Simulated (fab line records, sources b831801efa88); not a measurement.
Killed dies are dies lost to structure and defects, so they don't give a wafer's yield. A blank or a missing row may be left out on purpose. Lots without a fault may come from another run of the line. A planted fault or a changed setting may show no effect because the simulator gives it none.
Which tool did it? | flow sky130 | 11 lots, 33 wafers sampled, at 3 steps of a route of 708

WHAT THE GAUGES READ, wafer by wafer
SKY_LDD_HVP_TW_MEAS_10. Usual: LDD_HVP_TW 454, standard deviation 4.
lot  | measured     | on            | LDD_HVP_TW              | flag
L793 | day 21 12:34 | film_metro-03 | 451 451 453             |
L797 | day 23 11:26 | film_metro-01 | 456 460 458             |
L799 | day 24 05:56 | film_metro-03 | 449 449 448             |
L800 | day 24 17:39 | film_metro-03 | 449 449 450             |
L805 | day 26 06:25 | film_metro-01 | 457 458 456             |
L808 | day 27 10:58 | film_metro-04 | 455 450 453             |
L810 | day 27 22:48 | film_metro-03 | 445 446 446             |
L811 | day 28 09:34 | film_metro-03 | 471 472 472 471 472 472 | OFF
L812 | day 28 11:43 | film_metro-01 | 478 478 478 478 481 476 | OFF
L813 | day 28 16:53 | film_metro-03 | 470 472 473 473 474 471 | OFF
L816 | day 30 06:27 | film_metro-04 | 455 454 454             |

SKY_CONTACT_OVL_MEAS_15. Usual: CONTACT_OVL -1 nm, standard deviation 5.9.
lot  | measured     | on         | CONTACT_OVL (nm) | flag
L793 | day 31 15:44 | overlay-01 | -2 -5 -9         |
L797 | day 33 09:08 | overlay-01 | 5 8 11           |
L799 | day 33 22:38 | overlay-02 | -17 -8 -11       |
L800 | day 34 10:56 | overlay-02 | -14 -6 -8        |
L805 | day 35 19:38 | overlay-02 | 0 1 4            |
L808 | day 36 21:23 | overlay-01 | -1 -6 -4         |
L810 | day 37 08:26 | overlay-02 | 2 2 7            |
L811 | day 37 17:12 | overlay-01 | 1 0 -6           |
L812 | day 37 20:21 | overlay-01 | -2 -2 0          |
L813 | day 37 23:05 | overlay-02 | 3 7 1            |
L816 | day 39 11:11 | overlay-02 | 0 4 5            |

WHICH TOOL RAN EACH LOT (tool, then ch and the chambers of the sampled wafers, then the start)
lot  | SKY_LDD_HVP_IMPLANT_08
L793 | implanter-03 ch 0, day 21 12:19
L797 | implanter-02 ch 0, day 23 11:11
L799 | implanter-04 ch 0, day 24 05:41
L800 | implanter-02 ch 0, day 24 17:25
L805 | implanter-04 ch 0, day 26 06:10
L808 | implanter-02 ch 0, day 27 10:45
L810 | implanter-03 ch 0, day 27 22:34
L811 | implanter-02 ch 0, day 28 09:19
L812 | implanter-02 ch 0, day 28 11:28
L813 | implanter-02 ch 0, day 28 16:38
L816 | implanter-04 ch 0, day 30 06:12
- SKY_LDD_HVP_IMPLANT_08

WHAT THE TOOLS THEMSELVES READ (means of the sampled wafers that have a number; where no wafer has one, the mark that the record gives instead)
SKY_LDD_HVP_IMPLANT_08. Usual: beam_energy_keV 20.000, standard deviation 0.0055; dose_ions_cm2 1.6994e+13, standard deviation 1.9e+10; end_station_pressure_torr 5.06e-06 Torr, standard deviation 2.7e-07; faraday_current_uA 95.8, standard deviation 1.9.
lot  | tool         | beam_energy_keV | dose_ions_cm2 | end_station_pressure_torr (Torr) | faraday_current_uA | flag
L793 | implanter-03 | 20.003          | 1.7002e+13    | 5.20e-06                         | 96.0               |
L797 | implanter-02 | 20.002          | 1.6986e+13    | 5.08e-06                         | 95.8               |
L799 | implanter-04 | 20.000          | 1.7004e+13    | 4.81e-06                         | 96.4               |
L800 | implanter-02 | 19.993          | 1.7006e+13    | 5.11e-06                         | 93.6               |
L805 | implanter-04 | 19.998          | 1.6983e+13    | 4.90e-06                         | 96.7               |
L808 | implanter-02 | 20.005          | 1.6993e+13    | 4.96e-06                         | 94.3               |
L810 | implanter-03 | 19.998          | 1.7018e+13    | 5.12e-06                         | 95.9               |
L811 | implanter-02 | 25.099          | 1.6991e+13    | 5.15e-06                         | 95.5               | OFF
L812 | implanter-02 | 25.097          | 1.6981e+13    | 4.87e-06                         | 94.8               | OFF
L813 | implanter-02 | 25.100          | 1.7006e+13    | 4.87e-06                         | 96.6               | OFF
L816 | implanter-04 | 19.996          | 1.6994e+13    | 4.98e-06                         | 96.4               |

THE ANSWER, worked out from the rows above alone
Rule: a lot is off if the mean of its wafers that have a number lies more than 3 standard deviations from the usual mean. A lot without any number at a reading at which 4 lots or more have one is off too. The other lots that the step has rows for count as sound. The gauges are gone through in route order, then the tools' own readings, and for those a lot's mean is taken as printed above. The first step at which some lot is off is used, and at that step the reading that is off furthest; a lot without a number counts as furthest.
Off: L811, L812, L813, at SKY_LDD_HVP_TW_MEAS_10 (LDD_HVP_TW).
A tool fits if, at a process step before that reading, it ran every lot that is off, and no sound lot after the first of them. The gauges at SKY_LDD_HVP_TW_MEAS_10 aren't tried: what is off there is off at SKY_LDD_HVP_IMPLANT_08 too, on other tools, and a gauge's error can't cause that. One fits: implanter-02 at SKY_LDD_HVP_IMPLANT_08. Its last sound lot is L808 (day 27 10:45), its first lot that is off L811 (day 28 09:19): a fault that began between those two fits.
The tool's own readings at SKY_LDD_HVP_IMPLANT_08 bear it out: on the lots that are off they differ by more than 5 times the standard deviation of the sound lots' means. beam_energy_keV reads 25.099 there against 19.999 on the sound lots.

WHAT THE SIMULATOR HAD PUT IN
Process parameter drift: implanter-02, from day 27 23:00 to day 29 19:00, at SKY_LDD_HVP_IMPLANT_08. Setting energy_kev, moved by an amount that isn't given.
Lots struck among those shown: L811, L812, L813. The rule above found the same.
